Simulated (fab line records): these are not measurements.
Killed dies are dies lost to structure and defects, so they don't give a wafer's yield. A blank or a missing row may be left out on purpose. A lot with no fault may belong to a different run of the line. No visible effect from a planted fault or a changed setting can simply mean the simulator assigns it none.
Matching of chambers ; flow gf180mcu ; cmp-02 running GF_V5_CMP_26: 4 sister chambers
The step polishes, stops on SiO2, t overpolish 15 s, target thk 0 nm. 7 wafers are shown with their chamber, then 7 later ones without.

EACH WAFER AND ITS CHAMBER
wafer;chamber;motorCurrentA (A);timeToEndpointS (s)
L492.5;2;12.4;89
L492.6;1;10.6;87
L493.1;3;9.8;82
L493.3;0;9.8;84
L493.5;3;9.0;83
L494.2;0;10.4;80
L494.4;1;11.6;81

WAFERS MISSING THEIR CHAMBER
wafer;motorCurrentA (A);timeToEndpointS (s)
L494.6;9.5;81
L500.4;11.1;85
L500.5;11.8;87
L500.6;10.1;84
L502.1;9.5;87
L502.2;10.5;87
L502.3;11.7;91

WHICH CHAMBER EACH ONE RAN IN
wafer;from the rows above;in truth
L494.6;can't be placed: 3 or 0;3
L500.4;can't be placed: 1 or 0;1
L500.5;can't be placed: 2 or 1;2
L500.6;can't be placed: 0 or 3 or 1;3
L502.1;can't be placed: 3 or 0 or 1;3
L502.2;can't be placed: 1 or 0 or 3 or 2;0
L502.3;can't be placed: 2 or 1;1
Correct placement for 0 of the 7. Cannot be placed on the basis of these rows: 7; the candidates contain the true chamber in 7. Placed wrongly: 0.
How it was worked out, from the rows above alone: a wafer's distance from a chamber is the root of the sum, over the readings, of the square of ((its reading less the chamber's mean) divided by the reading's scatter). If the next closest chamber is less than 2 further off than the closest, the wafer can't be placed; otherwise it belongs to the closest. Each chamber's mean is taken over the wafers shown for it. The scatter is the square root of a quotient: the sum, over the shown wafers, of each reading's squared deviation from its chamber's mean, divided by wafers minus chambers.
